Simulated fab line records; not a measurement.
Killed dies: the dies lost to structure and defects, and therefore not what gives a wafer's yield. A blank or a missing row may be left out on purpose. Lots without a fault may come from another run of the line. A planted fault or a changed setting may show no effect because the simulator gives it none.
Check for tools in common || flow gf180mcu || 14 lots and 42 wafers in the sample

WHY IT WAS OPENED
GF_HV_LDD_TW_MEAS_50, reading HV_LDD_4_TW: flagged on 2 of 14 lots. No-fault wafers: 568, standard deviation 8.6.
Rule: flag the lot when none of its wafers has a number, or when each of its wafers that has one lies beyond 4 standard deviations from that mean. All remaining lots are regarded as sound.

{"lot": "L939", "measured": "day 12 18:56", "on": "film-metro-02", "HV_LDD_4_TW, wafer by wafer": "578 578 578", "flag": ""}
{"lot": "L941", "measured": "day 13 03:16", "on": "film-metro-02", "HV_LDD_4_TW, wafer by wafer": "577 577 577", "flag": ""}
{"lot": "L940", "measured": "day 13 09:13", "on": "film-metro-02", "HV_LDD_4_TW, wafer by wafer": "579 577 577", "flag": ""}
{"lot": "L943", "measured": "day 13 23:17", "on": "film-metro-01", "HV_LDD_4_TW, wafer by wafer": "576 574 572", "flag": ""}
{"lot": "L944", "measured": "day 14 03:08", "on": "film-metro-04", "HV_LDD_4_TW, wafer by wafer": "556 557 560", "flag": ""}
{"lot": "L947", "measured": "day 14 15:00", "on": "film-metro-01", "HV_LDD_4_TW, wafer by wafer": "571 569 571", "flag": ""}
{"lot": "L948", "measured": "day 15 08:18", "on": "film-metro-04", "HV_LDD_4_TW, wafer by wafer": "554 556 556", "flag": ""}
{"lot": "L949", "measured": "day 15 20:53", "on": "film-metro-04", "HV_LDD_4_TW, wafer by wafer": "559 553 556", "flag": ""}
{"lot": "L952", "measured": "day 16 23:51", "on": "film-metro-01", "HV_LDD_4_TW, wafer by wafer": "572 571 572", "flag": ""}
{"lot": "L956", "measured": "day 18 06:14", "on": "film-metro-02", "HV_LDD_4_TW, wafer by wafer": "574 579 575", "flag": ""}
{"lot": "L957", "measured": "day 18 07:23", "on": "film-metro-04", "HV_LDD_4_TW, wafer by wafer": "678 678 680", "flag": "FLAGGED"}
{"lot": "L958", "measured": "day 18 20:02", "on": "film-metro-04", "HV_LDD_4_TW, wafer by wafer": "678 678 677", "flag": "FLAGGED"}
{"lot": "L961", "measured": "day 19 16:56", "on": "film-metro-01", "HV_LDD_4_TW, wafer by wafer": "564 567 567", "flag": ""}
{"lot": "L962", "measured": "day 20 00:01", "on": "film-metro-01", "HV_LDD_4_TW, wafer by wafer": "570 570 567", "flag": ""}
The numbers of the flagged lots are 678 on average: +110 against the usual, or +13 standard deviations.

WHICH TOOL RAN EACH LOT
The record holds 1 process step before the reading, out of a route of 602 steps. Each cell gives the tool, then ch followed by the chambers the sampled wafers passed through, then the start.
{"lot": "L939", "flag": "", "GF_HV_LDD_IMPLANT_48": "implanter-04 ch 0, day 12 18:43"}
{"lot": "L941", "flag": "", "GF_HV_LDD_IMPLANT_48": "implanter-04 ch 0, day 13 03:01"}
{"lot": "L940", "flag": "", "GF_HV_LDD_IMPLANT_48": "implanter-03 ch 0, day 13 08:58"}
{"lot": "L943", "flag": "", "GF_HV_LDD_IMPLANT_48": "implanter-04 ch 0, day 13 23:02"}
{"lot": "L944", "flag": "", "GF_HV_LDD_IMPLANT_48": "implanter-01 ch 0, day 14 02:53"}
{"lot": "L947", "flag": "", "GF_HV_LDD_IMPLANT_48": "implanter-04 ch 0, day 14 14:47"}
{"lot": "L948", "flag": "", "GF_HV_LDD_IMPLANT_48": "implanter-04 ch 0, day 15 08:05"}
{"lot": "L949", "flag": "", "GF_HV_LDD_IMPLANT_48": "implanter-03 ch 0, day 15 20:38"}
{"lot": "L952", "flag": "", "GF_HV_LDD_IMPLANT_48": "implanter-03 ch 0, day 16 23:37"}
{"lot": "L956", "flag": "", "GF_HV_LDD_IMPLANT_48": "implanter-04 ch 0, day 18 06:01"}
{"lot": "L957", "flag": "FLAGGED", "GF_HV_LDD_IMPLANT_48": "implanter-04 ch 0, day 18 07:09"}
{"lot": "L958", "flag": "FLAGGED", "GF_HV_LDD_IMPLANT_48": "implanter-04 ch 0, day 18 19:47"}
{"lot": "L961", "flag": "", "GF_HV_LDD_IMPLANT_48": "implanter-03 ch 0, day 19 16:41"}
{"lot": "L962", "flag": "", "GF_HV_LDD_IMPLANT_48": "implanter-03 ch 0, day 19 23:46"}
These steps, and what they do:
- GF_HV_LDD_IMPLANT_48
- GF_HV_LDD_TW_MEAS_50

FLAGGED AGAINST TOTAL, ONE TOOL AT A TIME (gauges that did the reading follow at the end)
{"step": "GF_HV_LDD_IMPLANT_48", "tool": "implanter-01", "lots run": 1, "flagged": 0, "share of the flagged lots": "none", "sound lots run after its first flagged lot": "-"}
{"step": "GF_HV_LDD_IMPLANT_48", "tool": "implanter-03", "lots run": 5, "flagged": 0, "share of the flagged lots": "none", "sound lots run after its first flagged lot": "-"}
{"step": "GF_HV_LDD_IMPLANT_48", "tool": "implanter-04", "lots run": 8, "flagged": 2, "share of the flagged lots": "all", "sound lots run after its first flagged lot": 0}
{"step": "GF_HV_LDD_TW_MEAS_50", "tool": "film-metro-01", "lots run": 5, "flagged": 0, "share of the flagged lots": "none", "sound lots run after its first flagged lot": "-"}
{"step": "GF_HV_LDD_TW_MEAS_50", "tool": "film-metro-02", "lots run": 4, "flagged": 0, "share of the flagged lots": "none", "sound lots run after its first flagged lot": "-"}
{"step": "GF_HV_LDD_TW_MEAS_50", "tool": "film-metro-04", "lots run": 5, "flagged": 2, "share of the flagged lots": "all", "sound lots run after its first flagged lot": 0}

WHAT THE TABLE PERMITS
Rows of the table that ran all the flagged lots, 2 in number: implanter-04 at GF_HV_LDD_IMPLANT_48; film-metro-04 at GF_HV_LDD_TW_MEAS_50.
- implanter-04 at GF_HV_LDD_IMPLANT_48 ran 8 lots, 2 of them flagged. Last sound lot L956 at day 18 06:01, first flagged lot L957 at day 18 07:09; a fault beginning in between fits. Its own readings (dose-ions-cm2, faraday-current-uA) fall more than 4 standard deviations out on all wafers of the flagged lots.
- film-metro-04 at GF_HV_LDD_TW_MEAS_50 ran 5 lots, 2 of them flagged. Last sound lot L949 at day 15 20:53, first flagged lot L957 at day 18 07:23; a fault beginning in between fits.
These 2 tools cannot be told apart by counting lots, since each of them fits a fault that started at some hour. More lots, or a look at what each step does to the wafer, might.

WHAT THE SIMULATOR HAD PUT IN
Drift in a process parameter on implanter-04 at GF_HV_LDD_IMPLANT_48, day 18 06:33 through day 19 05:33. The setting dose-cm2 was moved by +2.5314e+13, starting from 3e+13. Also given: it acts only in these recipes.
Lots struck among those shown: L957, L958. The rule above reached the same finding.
